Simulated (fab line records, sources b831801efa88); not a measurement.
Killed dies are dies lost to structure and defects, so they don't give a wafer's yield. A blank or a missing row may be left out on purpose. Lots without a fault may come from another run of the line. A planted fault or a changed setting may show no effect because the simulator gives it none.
fab line records | flow sky130 | part 2 of 2: steps 32 to 43 of 43
record lots=5 wafers=15 last_day=50
route steps=708 shown VT_ADJUST_NCORE@119 VT_ADJUST_HVTR@131 VT_ADJUST_PCH@143 SONOS_TUNNEL@154
lots that met no fault: from a run of the same line without faults
start_h: hours from the record's first day to the start of the lot's first wafer shown | wait_h: hours since the lot's step before | " the same as in the row above | L1.1+2: a row that stands for several wafers | - no value, or no start given | * or withheld: withheld | < > ~ a bound
route shown NAME@n: a module of which the file shows steps, and the number in the route of the first | usual: mean/standard deviation of fault-free wafers | same: alike in all rows | chamber/n: place in a boat | sites: the reading at each site | _std_site: their standard deviation | _edge_site: outer sites' mean less inner sites' | radius_mm: how far each site lies from the wafer's centre | mask NAME#n: copy n | behind: the tool/chamber that last shaped the wafer | hold: why the lot was held/for how many hours/how that ended | device: the transistor (n, p or np) that didn't switch | end of line: the same wafers' tests at the end of the route | a step without rows: its recipe alone | killed: dies lost to structure and defects at the first sort, not the wafer's yield | map: a wafer's dies, x killed, . not, _ none there
set.NAME: the setting as run; set.NAME@STEP: as run at that earlier step | model.NAME: the simulator's own value behind a step, which no gauge read
lots at some steps of the route; a table a step, a row a wafer
services: from which hour (start_h, from the record's first day; less than 0 if before it) a tool's chamber was out of use, for how many hours, and why
## steps
# step SKY_VT_ADJUST_PCH_OVL_MEAS_07
# usual VT_ADJUST_PCH_OVL=-1.1/1.5
# columns lot.wafer tool chamber start_h wait_h VT_ADJUST_PCH_OVL[nm]
L075.2 overlay-02 - 241.09 - -3.3
L075.3 " - " " -0.1
L075.6 " - " " -2.7
L077.1 overlay-02 - 259.87 - 1.9
L077.2 " - " " 0.9
L077.6 " - " " 1.8
L081.1 overlay-01 - 286.47 - -3.1
L081.2 " - " " -2.1
L081.6 " - " " -2.9
L087.3 overlay-01 - 343.00 - -0.5
L087.5 " - " " 2.7
L087.6 " - " " 0.0
L094.1 overlay-01 - 397.63 - -1.9
L094.3 " - " " -1.5
L094.5 " - " " -3.6
# step SKY_VT_ADJUST_PCH_IMPLANT_08
# recipe species=B energy_kev=10 dose_cm2=5e+11 tilt_deg=withheld
# usual beam_on_s=10.01/0.21
# same implant_ion_amu=11
# columns lot.wafer tool chamber start_h wait_h beam_on_s
L075.2 implanter-03 0 241.15 0.0 10.02
L075.3 " 0 " " 10.13
L075.6 " 0 " " 9.89
L077.1 implanter-01 0 259.91 0.0 9.86
L077.2 " 0 " " 10.17
L077.6 " 0 " " 9.90
L081.1 implanter-03 0 286.51 0.0 10.28
L081.2 " 0 " " 9.72
L081.6 " 0 " " 9.79
L087.3 implanter-01 0 343.07 0.1 9.71
L087.5 " 0 " " 9.91
L087.6 " 0 " " 10.12
L094.1 implanter-02 0 397.67 0.0 10.12
L094.3 " 0 " " 9.92
L094.5 " 0 " " 10.14
# step SKY_VT_ADJUST_PCH_STRIP_09
# recipe chemistry=O2/N2 power_w=1400 pressure_mtorr=1500 platen_temp_c=withheld o2_flow_sccm=3000 n2_flow_sccm=300 overash_fraction=0.5
# usual chamber_pressure_mTorr=1500.2/1.3 drypump_motor_current_A=5.5/0.52 oes_product_au=0.723/0.0047 strip_time_to_endpoint_s=36.92/0.099
# columns lot.wafer tool chamber start_h wait_h chamber_pressure_mTorr drypump_motor_current_A oes_product_au rf_hours_counter_h strip_time_to_endpoint_s
L075.2 plasma_asher-03 1 241.27 0.1 1496.5 5.8 0.722 53 36.79
L075.3 " 1 " " 1499.8 5.8 0.720 - 36.88
L075.6 " 0 " " 1501.1 6.3 0.723 - 36.67
L077.1 plasma_asher-04 1 260.06 0.1 1500.4 4.9 0.721 57 37.03
L077.2 " 0 " " 1499.4 5.1 0.723 57 37.01
L077.6 " 0 " " 1500.9 5.1 0.721 - 36.93
L081.1 plasma_asher-03 0 286.66 0.1 1500.9 6.4 0.730 58 36.73
L081.2 " 1 " " 1499.2 5.8 0.731 58 36.79
L081.6 " 1 " " 1502.2 5.8 0.726 - 36.82
L087.3 plasma_asher-04 0 343.20 0.1 1499.3 5.2 0.730 - 37.06
L087.5 " 1 " " 1500.3 4.9 0.724 - 37.06
L087.6 " 0 " " 1500.9 5.2 0.722 - 37.08
L094.1 plasma_asher-03 0 397.82 0.1 1501.2 6.3 0.722 69 36.94
L094.3 " 1 " " 1502.3 5.8 0.728 - 37.04
L094.5 " 1 " " 1500.2 5.8 0.729 - 37.03
# step SKY_VT_ADJUST_PCH_TW_MEAS_10
# usual VT_ADJUST_PCH_TW=142.3/0.87
# columns lot.wafer tool chamber start_h wait_h VT_ADJUST_PCH_TW
L075.2 film_metro-02 - 241.38 0.1 141.9
L075.3 " - " " 141.3
L075.6 " - " " 141.1
L077.1 film_metro-04 - 260.16 0.1 144.4
L077.2 " - " " 143.7
L077.6 " - " " 143.7
L081.1 film_metro-04 - 286.76 0.1 141.5
L081.2 " - " " 142.8
L081.6 " - " " 142.6
L087.3 film_metro-02 - 343.29 0.1 141.7
L087.5 " - " " 141.9
L087.6 " - " " 142.3
L094.1 film_metro-04 - 397.92 0.1 143.0
L094.3 " - " " 142.2
L094.5 " - " " 143.0
# step SKY_SONOS_TUNNEL_DEHYDRATE_00
# recipe temp_c=200 time_s=60
# columns lot.wafer tool chamber start_h wait_h
L075.2+3+6 litho_track-04 0 252.41 11.0
L077.1+2+6 litho_track-03 0 271.25 11.1
L081.1+2+6 litho_track-04 0 298.74 12.0
L087.3+5+6 litho_track-03 0 356.50 13.2
L094.1+3+5 litho_track-04 0 412.23 14.3
# step SKY_SONOS_TUNNEL_HMDS_01
# recipe prime_time_s=60 prime_temp_c=120
# columns lot.wafer tool chamber start_h wait_h
L075.2+3+6 litho_track-04 0 252.56 0.1
L077.1+2+6 litho_track-03 0 271.40 0.1
L081.1+2+6 litho_track-04 0 298.89 0.1
L087.3+5+6 litho_track-03 0 356.65 0.1
L094.1+3+5 litho_track-04 0 412.38 0.1
# step SKY_SONOS_TUNNEL_COAT_02
# recipe resist=NOVOLAK spin_rpm=3000 resist_thk_nm=1140
# usual dispense_pressure_kPa=52/3.2
# columns lot.wafer tool chamber start_h wait_h dispense_pressure_kPa
L075.2 litho_track-04 0 252.71 0.1 56
L075.3 " 0 " " 56
L075.6 " 0 " " 56
L077.1 litho_track-03 0 271.55 0.1 48
L077.2 " 0 " " 48
L077.6 " 0 " " 48
L081.1 litho_track-04 0 299.04 0.1 56
L081.2 " 0 " " 56
L081.6 " 0 " " 56
L087.3 litho_track-03 0 356.80 0.1 48
L087.5 " 0 " " 48
L087.6 " 0 " " 48
L094.1 litho_track-04 0 412.53 0.1 56
L094.3 " 0 " " 56
L094.5 " 0 " " 56
# step SKY_SONOS_TUNNEL_SOFTBAKE_03
# recipe temp_c=90 time_s=60 resist=NOVOLAK
# columns lot.wafer tool chamber start_h wait_h
L075.2+3+6 litho_track-04 0 252.86 0.1
L077.1+2+6 litho_track-03 0 271.70 0.1
L081.1+2+6 litho_track-04 0 299.19 0.1
L087.3+5+6 litho_track-03 0 356.95 0.1
L094.1+3+5 litho_track-04 0 412.68 0.1
# step SKY_SONOS_TUNNEL_EXPOSE_04
# recipe mask_id=TUNM na=0.6 source_shape=conventional sigma_outer=0.6 polarization=unpolarized target_cd_nm=410 dose_mj=136
# columns lot.wafer tool chamber start_h wait_h mask
L075.2+3+6 iline_stepper-01 0 - - TUNM#0
L077.1+2+6 iline_stepper-02 0 - - TUNM#0
L081.1+2+6 iline_stepper-01 0 - - TUNM#0
L087.3+5+6 iline_stepper-01 0 - - TUNM#0
L094.1+3+5 iline_stepper-02 0 - - TUNM#0
# step SKY_SONOS_TUNNEL_PEB_05
# recipe temp_c=withheld time_s=* resist=NOVOLAK
# columns lot.wafer tool chamber start_h wait_h
L075.2+3+6 litho_track-04 0 - -
L077.1+2+6 litho_track-03 0 - -
L081.1+2+6 litho_track-02 0 - -
L087.3+5+6 litho_track-02 0 - -
L094.1+3+5 litho_track-04 0 - -
# step SKY_SONOS_TUNNEL_DEVELOP_06
# recipe resist=NOVOLAK developer=TMAH develop_time_s=60 dev_temp_c=23
# usual developer_temp_C=22.99/0.11
# columns lot.wafer tool chamber start_h wait_h developer_temp_C
L075.2 litho_track-04 0 264.91 0.1 22.92
L075.3 " 0 " " 22.96
L075.6 " 0 " " 22.85
L077.1 litho_track-03 0 284.40 0.1 22.97
L077.2 " 0 " " 23.05
L077.6 " 0 " " 23.07
L081.1 litho_track-02 0 312.42 0.1 23.16
L081.2 " 0 " " 23.00
L081.6 " 0 " " 23.21
L087.3 litho_track-02 0 370.47 0.1 23.15
L087.5 " 0 " " 22.92
L087.6 " 0 " " 22.90
L094.1 litho_track-04 0 427.28 0.1 23.06
L094.3 " 0 " " 22.95
L094.5 " 0 " " 23.01
# step SKY_SONOS_TUNNEL_CD_MEAS_07
# recipe target_cd_nm=410
# usual cd_nm=410.3/2.1
# columns lot.wafer tool chamber start_h wait_h cd_nm
L075.2 cd_sem-01 - 265.06 0.1 410.2
L075.3 " - " " 409.7
L075.6 " - " " 409.9
L077.1 cd_sem-02 - 284.55 0.1 409.3
L077.2 " - " " 411.1
L077.6 " - " " 408.6
L081.1 cd_sem-02 - 312.57 0.1 413.4
L081.2 " - " " 415.1
L081.6 " - " " 414.3
L087.3 cd_sem-01 - 370.61 0.1 408.4
L087.5 " - " " 407.4
L087.6 " - " " 409.2
L094.1 cd_sem-02 - 427.43 0.1 411.2
L094.3 " - " " 411.6
L094.5 " - " " 412.2
## services
# columns tool chamber start_h hours kind
iline_stepper-01 - 164.44 15.0 repair
implanter-04 - 174.49 5.6 pm
implanter-04 - 182.99 5.7 repair
implanter-04 - 185.94 1.0 repair
implanter-01 - 187.03 7.5 pm
implanter-04 - 190.07 1.7 repair
implanter-01 - 194.48 3.1 pm
implanter-04 - 208.75 2.8 repair
implanter-04 - 215.03 2.5 repair
iline_stepper-02 - 218.76 1.7 pm
implanter-04 - 228.86 5.2 repair
plasma_asher-04 - 231.91 2.8 repair
plasma_asher-03 - 232.14 2.8 pm
implanter-04 - 233.69 3.2 repair
iline_stepper-01 - 245.44 1.7 pm
plasma_asher-04 - 255.43 2.8 repair
implanter-03 - 257.49 1.1 repair
implanter-03 - 260.82 3.6 repair
iline_stepper-01 - 279.14 1.9 repair
plasma_asher-03 - 285.02 1.4 repair
plasma_asher-04 - 311.42 5.7 repair
implanter-04 - 368.28 1.6 repair
implanter-04 - 402.68 3.0 repair
plasma_asher-04 - 421.25 9.0 pm
